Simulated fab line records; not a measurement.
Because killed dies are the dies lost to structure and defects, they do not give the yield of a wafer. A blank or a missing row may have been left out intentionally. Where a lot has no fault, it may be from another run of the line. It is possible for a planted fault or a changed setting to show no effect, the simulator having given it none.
fab line records	flow sky130
[record] lots = 6	wafers = 18	last-day = 50
route steps=708 shown CONTACT@417 PAD_OPEN@708
lots with no fault: from the same line, run without faults
start-h: start of the lot's first displayed wafer, in hours after the record's first day	wait-h: hours from the lot's prior step to this one	" repeats the value in the row above	L1.1+2: a row that stands for several wafers	- no value, or no start was given	* or withheld: withheld	< > ~ a bound
route shown NAME@n: names a module that has steps shown in the file, with the first one's number in the route	usual: average and standard deviation across the fault-free wafers	same: alike in all rows	chamber/n: place in a boat	sites: per-site readings	_std_site: standard deviation across them	_edge_site: the outer-site mean with the inner-site mean subtracted	radius-mm: for every site, how far away it sits from the centre of the wafer	mask NAME#n: copy n	behind: the most recent tool/chamber to have shaped the wafer	hold: cause of the lot's hold/its duration in hours/its outcome	device: names the non-switching transistor (n, p or np)	end of line: tests of these same wafers at the route's end	step lacking rows: just its recipe	killed: dies that structure and defects cost at the first sort, which is not the same as the wafer's yield	map: shows each die of a wafer: x if killed, . if not, _ if none is there
set.NAME: the run value of the setting; set.NAME@STEP: its run value at that earlier step	model.NAME: the simulator's own value behind a step, which no gauge read
lots seen at some steps along the route; tables by step, rows by wafer
services: a tool's chamber out of use, with start hour (start-h, from the record's first day; less than 0 if before it), hours out, and reason
[[steps]]
[step SKY_CONTACT_EXPOSE_11]
[recipe] mask-id = CTM1	na = 0.8	source-shape = annular	sigma-inner = 0.55	sigma-outer = 0.85	target-cd-nm = 170	dose-mj = 38
[step SKY_CONTACT_PEB_12]
[recipe] peb-temp-c = withheld	peb-time-s = withheld	resist = KrF-thick
[step SKY_CONTACT_DEVELOP_13]
[recipe] develop-time-s = 60	resist = KrF-thick	dev-temp-c = 21
[step SKY_CONTACT_CD_MEAS_14]
[recipe] target-cd-nm = 170
[usual] cd-nm = 170.1/1.3
lot.wafer	tool	chamber	start-h	wait-h	cd-nm
L758.1	cd-sem-02	-	752.36	-	171.2
L758.2	"	-	"	"	170.8
L758.3	"	-	"	"	171.3
L759.2	cd-sem-02	-	766.34	-	170.7
L759.4	"	-	"	"	169.7
L759.5	"	-	"	"	170.8
L764.2	cd-sem-02	-	805.45	-	170.5
L764.3	"	-	"	"	170.0
L764.5	"	-	"	"	171.2
L765.1	cd-sem-01	-	813.97	-	168.0
L765.2	"	-	"	"	168.2
L765.3	"	-	"	"	168.2
L776.1	cd-sem-02	-	891.72	-	169.6
L776.3	"	-	"	"	169.2
L776.4	"	-	"	"	170.1
L777.3	cd-sem-01	-	901.11	-	168.8
L777.4	"	-	"	"	169.9
L777.6	"	-	"	"	168.9
[step SKY_CONTACT_OVL_MEAS_15]
[usual] CONTACT_OVL = 3/5.6
lot.wafer	tool	chamber	start-h	wait-h	CONTACT_OVL[nm]
L758.1	overlay-02	-	752.48	0.1	-3
L758.2	"	-	"	"	-7
L758.3	"	-	"	"	0
L759.2	overlay-02	-	766.45	0.1	1
L759.4	"	-	"	"	5
L759.5	"	-	"	"	-3
L764.2	overlay-02	-	805.56	0.1	-1
L764.3	"	-	"	"	5
L764.5	"	-	"	"	1
L765.1	overlay-02	-	814.09	0.1	-6
L765.2	"	-	"	"	2
L765.3	"	-	"	"	3
L776.1	overlay-01	-	891.84	0.1	7
L776.3	"	-	"	"	12
L776.4	"	-	"	"	3
L777.3	overlay-02	-	901.20	0.1	7
L777.4	"	-	"	"	2
L777.6	"	-	"	"	4
[step SKY_CONTACT_ETCH_16]
[recipe] chemistry = N2/H2	target = BARC	ion-energy-ev = 200	source-w = 515.9	bias-w = 100	pressure-mtorr = 30	n2-flow-sccm = 100	h2-flow-sccm = 200	stop-on = SiO2	time-s = 45.9	target-depth-a = 600
[usual] drypump-motor-current-A = 5.7/0.39	n2-flow-sccm = 100.05/0.28	oes-product-au = 0.856/0.0046	throttle-valve-pct = 13.224/0.0094
lot.wafer	tool	chamber	start-h	wait-h	drypump-motor-current-A	n2-flow-sccm	oes-product-au	rf-hours-counter-h	throttle-valve-pct
L758.1	rie-diel-02	3	752.52	0.0	5.4	100.37	0.855	6	13.218
L758.2	"	2	"	"	5.4	100.67	0.855	11	13.228
L758.3	"	1	"	"	5.9	100.32	0.857	9	13.222
L759.2	rie-diel-02	1	766.48	0.0	6.0	100.02	0.853	9	13.231
L759.4	"	0	"	"	5.7	100.25	0.859	-	13.223
L759.5	"	1	"	"	6.0	100.00	0.860	-	13.236
L764.2	rie-diel-02	1	805.59	0.0	6.0	100.05	0.854	10	13.224
L764.3	"	3	"	"	5.4	100.46	0.858	7	13.239
L764.5	"	0	"	"	5.6	100.14	0.852	-	13.217
L765.1	rie-diel-03	1	814.12	0.0	5.9	99.89	0.856	12	13.219
L765.2	"	2	"	"	5.4	99.98	0.856	17	13.224
L765.3	"	3	"	"	5.7	99.79	0.854	10	13.234
L776.1	rie-diel-03	1	891.87	0.0	5.9	100.18	0.855	14	13.213
L776.3	"	3	"	"	5.7	99.92	0.860	12	13.226
L776.4	"	2	"	"	5.4	100.42	0.852	20	13.218
L777.3	rie-diel-01	2	901.22	0.0	4.8	100.09	0.851	19	13.218
L777.4	"	3	"	"	6.2	100.27	0.856	15	13.240
L777.6	"	1	"	"	6.2	100.13	0.850	-	13.214
[step SKY_CONTACT_ETCH_17]
[recipe] target = SiO2	chemistry = C4F8/O2/Ar	stop-on = Si3N4	mask-material = KrF-thick	source-w = 1500	bias-w = 1200	pressure-mtorr = 40	c4f8-flow-sccm = withheld	O2_flow_sccm = 6	Ar_flow_sccm = 300	time-s = withheld	target-depth-a = 3400
[usual] oes-product-au = 0.891/0.0047
lot.wafer	tool	chamber	start-h	wait-h	oes-product-au
L758.1	rie-diel-02	3	752.56	0.0	0.878
L758.2	"	2	"	"	0.886
L758.3	"	1	"	"	0.889
L759.2	rie-diel-02	1	766.52	0.0	0.891
L759.4	"	0	"	"	0.893
L759.5	"	1	"	"	0.894
L764.2	rie-diel-02	1	805.63	0.0	0.895
L764.3	"	3	"	"	0.896
L764.5	"	0	"	"	0.891
L765.1	rie-diel-03	1	814.16	0.0	0.890
L765.2	"	2	"	"	0.894
L765.3	"	3	"	"	0.884
L776.1	rie-diel-03	1	891.91	0.0	0.896
L776.3	"	3	"	"	0.885
L776.4	"	2	"	"	0.889
L777.3	rie-diel-01	2	901.26	0.0	0.886
L777.4	"	3	"	"	0.892
L777.6	"	1	"	"	0.889
[step SKY_CONTACT_ETCH_18]
[recipe] target = Si3N4	chemistry = CHF3/O2	stop-on = TiN	source-w = 600	bias-w = 200	pressure-mtorr = 40	chf3-flow-sccm = 50	O2_flow_sccm = 5	time-s = 39	target-depth-a = 750
[usual] chf3-flow-sccm = 50.02/0.14	drypump-motor-current-A = 5.7/0.39	oes-product-au = 0.857/0.0078	throttle-valve-pct = 8.794/0.0095
lot.wafer	tool	chamber	start-h	wait-h	chf3-flow-sccm	drypump-motor-current-A	oes-product-au	rf-hours-counter-h	throttle-valve-pct
L758.1	rie-diel-02	3	-	-	49.73	5.4	0.857	6	8.796
L758.2	"	2	"	"	50.21	5.4	0.849	11	8.806
L758.3	"	1	"	"	50.08	6.0	0.834	9	8.783
L759.2	rie-diel-02	1	-	-	50.06	6.0	0.849	9	8.802
L759.4	"	0	"	"	49.90	5.7	0.867	-	8.798
L759.5	"	1	"	"	50.10	6.0	0.859	-	8.794
L764.2	rie-diel-02	1	-	-	49.73	6.0	0.847	10	8.798
L764.3	"	3	"	"	50.08	5.4	0.852	7	8.804
L764.5	"	0	"	"	50.23	5.7	0.865	-	8.795
L765.1	rie-diel-03	1	-	-	49.78	5.8	0.845	12	8.789
L765.2	"	2	"	"	50.03	5.3	0.857	17	8.807
L765.3	"	3	"	"	49.88	5.7	0.862	10	8.790
L776.1	rie-diel-03	1	-	-	50.32	5.8	0.854	14	8.804
L776.3	"	3	"	"	49.93	5.7	0.851	12	8.789
L776.4	"	2	"	"	50.28	5.4	0.855	20	8.766
L777.3	rie-diel-01	2	-	-	49.90	4.8	0.849	19	8.789
L777.4	"	3	"	"	49.91	6.2	0.862	15	8.785
L777.6	"	1	"	"	50.21	6.2	0.852	-	8.787
[step SKY_CONTACT_STRIP_19]
[recipe] chemistry = O2/N2	power-w = 1400	pressure-mtorr = 1500	platen-temp-c = withheld	o2-flow-sccm = 3000	n2-flow-sccm = 300	overash-fraction = 0.5
[usual] drypump-motor-current-A = 5.5/0.33	n2-flow-sccm = 300.1/0.84	oes-product-au = 0.381/0.0047	strip-time-to-endpoint-s = 3.62/0.032
lot.wafer	tool	chamber	start-h	wait-h	drypump-motor-current-A	n2-flow-sccm	oes-product-au	rf-hours-counter-h	strip-time-to-endpoint-s
L758.1	plasma-asher-01	0	752.65	-	5.4	300.3	0.385	96	3.65
L758.2	"	1	"	"	6.3	298.8	0.383	96	3.60
L758.3	"	1	"	"	6.3	299.1	0.379	-	3.56
L759.2	plasma-asher-03	0	766.61	-	5.9	301.0	0.383	60	3.61
L759.4	"	1	"	"	5.2	300.5	0.377	-	3.58
L759.5	"	0	"	"	5.9	300.9	0.377	-	3.61
L764.2	plasma-asher-03	1	805.72	-	5.3	300.9	0.384	64	3.61
L764.3	"	0	"	"	5.9	301.5	0.383	-	3.72
L764.5	"	1	"	"	5.3	299.9	0.373	-	3.60
L765.1	plasma-asher-03	1	814.25	-	5.3	301.4	0.384	65	3.59
L765.2	"	0	"	"	5.9	299.0	0.381	65	3.64
L765.3	"	0	"	"	5.9	299.5	0.383	-	3.63
L776.1	plasma-asher-02	0	892.00	-	5.3	300.6	0.386	43	3.59
L776.3	"	1	"	"	5.4	300.3	0.384	-	3.67
L776.4	"	0	"	"	5.3	300.2	0.379	-	3.62
L777.3	plasma-asher-03	0	901.39	-	5.9	300.3	0.378	-	3.60
L777.4	"	1	"	"	5.3	299.2	0.383	-	3.65
L777.6	"	0	"	"	5.9	298.4	0.379	-	3.57
[step SKY_CONTACT_STRIP_20]
[recipe] chemistry = post-etch-residue-remover	time-s = 1200	temp-c = 72.5
[step SKY_CONTACT_CLEAN_21]
[recipe] chemistry = IPA	time-s = 180	temp-c = 25
[step SKY_CONTACT_CLEAN_22]
[recipe] chemistry = O3/DIW	dry = n2-spin
[step SKY_CONTACT_SPUTTER_23]
[recipe] material = TiN	target-thk-nm = 20	chamber-pressure-pa = 5	power-w = 4000	time-s = 80
[usual] cathode-dc-power-W = 3999.9/0.74	throttle-valve-pct = 30.5/0.78
lot.wafer	tool	chamber	start-h	wait-h	cathode-dc-power-W	throttle-valve-pct	model.TiN_of_CONTACT_SPUTTER_23.thk-nm
L758.1	pvd-sputter-02	-	753.59	0.0	3999.8	29.7	19.91
L758.2	"	-	"	"	4000.3	31.6	20.04
L758.3	"	-	"	"	3999.3	30.7	20
L759.2	pvd-sputter-02	-	767.20	0.0	3998.9	30.2	20.11
L759.4	"	-	"	"	4000.1	30.4	20.15
L759.5	"	-	"	"	3999.8	30.2	20
L764.2	pvd-sputter-02	-	806.35	0.0	4001.5	29.8	31.05
L764.3	"	-	"	"	4000.4	30.5	30.86
L764.5	"	-	"	"	4002.0	31.4	31.46
L765.1	pvd-sputter-02	-	814.89	0.0	3999.0	32.0	31.63
L765.2	"	-	"	"	4000.2	29.7	31.22
L765.3	"	-	"	"	3998.6	30.3	31.13
L776.1	pvd-sputter-02	-	892.60	0.0	3999.1	30.5	20.32
L776.3	"	-	"	"	3998.3	30.4	20.09
L776.4	"	-	"	"	3998.9	31.9	20.53
L777.3	pvd-sputter-03	-	901.98	0.0	4001.7	30.8	20.19
L777.4	"	-	"	"	4000.3	29.8	20
L777.6	"	-	"	"	4001.0	30.2	20.23
[step SKY_CONTACT_CVD_24]
[recipe] material = W	target-thk-nm = 340	time-s = 102.12	temp-c = 400	pressure-torr = 40
[usual] heater-power-outer-w = 624/28	heater-power-w = 951/62
lot.wafer	tool	chamber	start-h	wait-h	heater-power-outer-w	heater-power-w	since-wet-clean-h
L758.1	cvd-w-01	1	753.66	0.0	649	973	850
L758.2	"	0	"	"	653	955	850
L758.3	"	0	"	"	628	931	-
L759.2	cvd-w-01	0	767.26	0.0	660	962	863
L759.4	"	0	"	"	654	964	-
L759.5	"	0	"	"	625	937	-
L764.2	cvd-w-01	0	806.47	0.1	652	950	902
L764.3	"	1	"	"	657	1029	-
L764.5	"	1	"	"	647	991	-
L765.1	cvd-w-02	0	815.02	0.1	623	1000	411
L765.2	"	1	"	"	578	861	411
L765.3	"	1	"	"	574	846	-
L776.1	cvd-w-02	0	892.66	0.0	626	1016	489
L776.3	"	0	"	"	622	1009	-
L776.4	"	1	"	"	574	844	-
L777.3	cvd-w-01	1	902.07	0.1	657	1008	-
L777.4	"	0	"	"	662	960	-
L777.6	"	1	"	"	632	1017	-
[step SKY_PAD_OPEN_PROBE_99]
[usual] killed_at_M0_to_M3 = 43/6.3	killed_at_M4_up = 3.1/1.9	killed-at-contacts = 24/5.1	killed-at-front-end = 14/4.3	killed-at-other = 0.3/0.53	killed-dies = 85/8.8	killed-open = 46/7.1	killed-short = 38/5.9
[same] gross-dies = 492	killed-at-back-side = 0
lot.wafer	tool	chamber	start-h	wait-h	killed_at_M0_to_M3	killed_at_M4_up	killed-at-contacts	killed-at-front-end	killed-at-other	killed-dies	killed-open	killed-short
L764.2	prober-02	-	1127.59	0.1	35	5	28	13	0	81	40	40
L764.3	prober-02	-	1127.64	0.2	46	5	27	9	0	87	55	32
L764.5	prober-02	-	1127.74	0.2	44	4	35	24	0	107	67	40
// killed by level:class
L764.2 VIA1:geometric-particle:open=10 CONTACT:geometric-particle:open=7 CONTACT:geometric-particle:short=7 LOCAL_INTERCONNECT:geometric-particle:short=6 LI_CONTACT:geometric-particle:open=5 VIA3:geometric-particle:open=5 FIELD_ISO:geometric-particle:short=4 POLY_GATE:geometric-particle:short=3
L764.3 VIA1:geometric-particle:open=17 LI_CONTACT:geometric-particle:open=10 VIA3:geometric-particle:open=8 CONTACT:geometric-particle:open=8 CONTACT:geometric-particle:short=5 METAL1:geometric-particle:short=5 METAL4:geometric-particle:short=4 FIELD_ISO:geometric-particle:open=3
L764.5 CONTACT:geometric-particle:open=13 VIA1:geometric-particle:open=12 LI_CONTACT:geometric-particle:open=10 FIELD_ISO:geometric-particle:open=8 CONTACT:geometric-particle:short=6 VIA2:geometric-particle:open=6 VIA3:geometric-particle:open=5 FIELD_ISO:geometric-particle:short=4
[[services]]
tool	chamber	start-h	hours	kind
plasma-asher-03	-	730.35	4.8	repair
cvd-w-02	-	744.61	0.8	repair
plasma-asher-02	-	755.70	4.7	repair
cvd-w-01	-	760.06	0.5	repair
rie-diel-02	3	764.69	3.4	repair
plasma-asher-01	-	770.57	2.8	pm
cvd-w-02	1	780.99	5.8	repair
cvd-w-02	0	791.13	10.5	repair
rie-diel-03	0	792.33	14.0	repair
rie-diel-01	3	795.34	8.8	repair
pvd-sputter-03	-	802.00	1.0	repair
pvd-sputter-03	0	817.65	-	consumable-replace:kit
pvd-sputter-03	0	817.65	18.0	scheduled-down
cvd-w-01	-	838.66	4.3	pm
pvd-sputter-02	0	840.28	-	consumable-replace:kit
pvd-sputter-02	0	840.28	18.0	scheduled-down
pvd-sputter-02	0	840.28	18.0	vent-cycle
cvd-w-01	0	850.01	6.5	repair
rie-diel-03	1	862.36	25.6	repair
cvd-w-01	-	862.91	0.5	repair
plasma-asher-01	-	869.31	4.2	repair
plasma-asher-03	-	877.48	1.0	repair
rie-diel-03	-	881.04	0.2	repair
pvd-sputter-03	-	891.88	2.8	repair
[[key]]
first-sign none at tools or gauges
[model-effect] step = SKY_CONTACT_SPUTTER_23	value = TiN_of_CONTACT_SPUTTER_23.thk-nm	without = 20.09	struck = 31.22
met-at SKY_CONTACT_SPUTTER_23
struck-wafers L764.2,L764.3,L764.5,L765.1,L765.2,L765.3
tester-left-out L764,L765
onset-between 767.20 806.35
[fault] kind = process-parameter-drift	tool = pvd-sputter-02	chamber = -	onset-h = 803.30	steps = SKY_CONTACT_SPUTTER_23	channel = target-thk-nm	offset = 11.133	shape = step	end-h = 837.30	acts-in = these-recipes-only	stated = 20
// tester-left-out: of these lots the tester's yield and bins aren't shown, on N5 and GAA mostly nor the transistor test; their killed dies are dies lost to structure and defects alone, not to doping, threshold or leakage, so they don't give the yield
